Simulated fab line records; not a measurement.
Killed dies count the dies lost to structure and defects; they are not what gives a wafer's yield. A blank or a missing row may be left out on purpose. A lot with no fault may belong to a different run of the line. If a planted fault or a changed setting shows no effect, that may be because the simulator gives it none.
Which of the tools did it?    flow sky130    12 lots (36 wafers sampled), 1 step of a 708-step route

== WHAT THE GAUGES READ, wafer by wafer ==
SKY_METAL2_THK_MEAS_06: measures by xrf.
lot   measured      on             METAL2_ALCU_THK (nm)
L656  day 33 11:11  film_metro-02  251 252 249
L657  day 34 03:13  film_metro-01  246 243 247
L658  day 34 12:55  film_metro-04  251 251 251
L659  day 35 02:29  film_metro-01  247 244 250
L661  day 35 13:53  film_metro-04  258 254 257
L663  day 36 04:45  film_metro-02  251 253 252
L673  day 39 08:28  film_metro-01  255 252 255
L674  day 39 12:01  film_metro-04  248 248 250
L675  day 39 23:18  film_metro-04  250 252 249
L677  day 40 11:41  film_metro-04  255 254 255
L678  day 40 22:27  film_metro-01  255 251 255
L679  day 41 03:22  film_metro-02  254 258 253

== TOOL THAT RAN EACH LOT (tool first, then ch and the chambers of the sampled wafers, then the start) ==
Before these readings, the record contains no process step.

== WHAT THE TOOLS THEMSELVES READ (means of the sampled wafers that have a number; where no wafer has one, the mark that the record gives instead) ==
The record holds no such reading with a usual standard deviation.

== THE ANSWER, worked out from the rows above alone ==
Rule: what is usual is taken from the lots themselves. The widest of any qualifying gaps counts: lots, ordered by their means at a reading, are off when they make up no more than a third of the lots, leave a main group of 4 or more, and stand apart from it by 3 or more times the standard deviation of that group's means. A main group whose means are all the same, to the digits that the tables above print for the reading, isn't used. A lot without any number at a reading at which 4 lots or more have one is off too. Any other lot the step has rows for is counted as sound. After the gauges, taken in route order, come the tools' own readings; for these a lot's mean is taken, as printed above. At the first step where some lot is off, the reading lying furthest off is the one used; lots without a number count as furthest.
Across all readings shown, no lot is off: no conclusion can be drawn from this.

== WHAT WAS PUT IN BY THE SIMULATOR ==
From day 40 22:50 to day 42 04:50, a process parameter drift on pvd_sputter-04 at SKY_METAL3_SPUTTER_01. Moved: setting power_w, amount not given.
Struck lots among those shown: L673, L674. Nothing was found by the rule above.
